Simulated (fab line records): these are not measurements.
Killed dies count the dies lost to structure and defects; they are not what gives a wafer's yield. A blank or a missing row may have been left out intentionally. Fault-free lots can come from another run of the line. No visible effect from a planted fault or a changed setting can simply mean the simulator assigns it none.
Chamber matching :: flow sky130 :: SKY_VIA3_CMP_24 on cmp-02: 4 sister chambers
The step polishes, stops on SiO2, t overpolish 20 s, target thk 0 nm. 8 wafers are shown with their chamber, then 11 later ones without.

## WAFERS WITH THEIR CHAMBER
wafer: L077.4
chamber: 0
motorCurrentA (A): 10.6
overpolishRunS (s): 19.997

wafer: L077.6
chamber: 1
motorCurrentA (A): 11.9
overpolishRunS (s): 20.008

wafer: L082.3
chamber: 1
motorCurrentA (A): 10.8
overpolishRunS (s): 20.010

wafer: L083.2
chamber: 0
motorCurrentA (A): 10.0
overpolishRunS (s): 20.001

wafer: L086.6
chamber: 3
motorCurrentA (A): 9.8
overpolishRunS (s): 19.992

wafer: L087.4
chamber: 3
motorCurrentA (A): 10.1
overpolishRunS (s): 20.001

wafer: L087.6
chamber: 2
motorCurrentA (A): 10.7
overpolishRunS (s): 20.016

wafer: L089.2
chamber: 2
motorCurrentA (A): 10.9
overpolishRunS (s): 20.004

## WAFERS MISSING THEIR CHAMBER
wafer: L089.4
motorCurrentA (A): 10.9
overpolishRunS (s): 20.007

wafer: L089.6
motorCurrentA (A): 10.1
overpolishRunS (s): 19.983

wafer: L090.1
motorCurrentA (A): 10.7
overpolishRunS (s): 19.997

wafer: L090.2
motorCurrentA (A): 10.4
overpolishRunS (s): 20.003

wafer: L090.4
motorCurrentA (A): 10.3
overpolishRunS (s): 20.001

wafer: L096.1
motorCurrentA (A): 9.9
overpolishRunS (s): 19.995

wafer: L096.3
motorCurrentA (A): 9.9
overpolishRunS (s): 19.998

wafer: L096.4
motorCurrentA (A): 11.9
overpolishRunS (s): 20.004

wafer: L097.2
motorCurrentA (A): 11.1
overpolishRunS (s): 20.002

wafer: L097.4
motorCurrentA (A): 10.6
overpolishRunS (s): 20.013

wafer: L097.5
motorCurrentA (A): 10.0
overpolishRunS (s): 19.999

## WHICH CHAMBER EACH ONE RAN IN
wafer: L089.4
from the rows above: can't be placed: 2 or 1 or 0
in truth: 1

wafer: L089.6
from the rows above: can't be placed: 3 or 0
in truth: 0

wafer: L090.1
from the rows above: can't be placed: 0 or 3 or 2 or 1
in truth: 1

wafer: L090.2
from the rows above: can't be placed: 0 or 3 or 2 or 1
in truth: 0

wafer: L090.4
from the rows above: can't be placed: 0 or 3 or 2
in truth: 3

wafer: L096.1
from the rows above: can't be placed: 3 or 0
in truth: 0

wafer: L096.3
from the rows above: can't be placed: 3 or 0
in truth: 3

wafer: L096.4
from the rows above: can't be placed: 1 or 2
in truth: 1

wafer: L097.2
from the rows above: can't be placed: 1 or 2 or 0 or 3
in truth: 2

wafer: L097.4
from the rows above: can't be placed: 2 or 1 or 0
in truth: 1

wafer: L097.5
from the rows above: can't be placed: 3 or 0
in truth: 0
Correctly placed: 0 of 11. Not placeable from these rows: 11 (in 11, the candidates include the true chamber). Number placed wrongly: 0.
How it was worked out, from the rows above alone: a wafer's distance from a chamber is the root of the sum, over the readings, of the square of ((its reading less the chamber's mean) divided by the reading's scatter). The wafer belongs to the nearest chamber; if the next one is less than 2 further off, it can't be placed. A chamber's mean is the mean of its shown wafers. How the scatter is found: for the shown wafers, subtract from each reading the mean of its chamber, square and add these, divide the total by (wafers less chambers), then take the root.
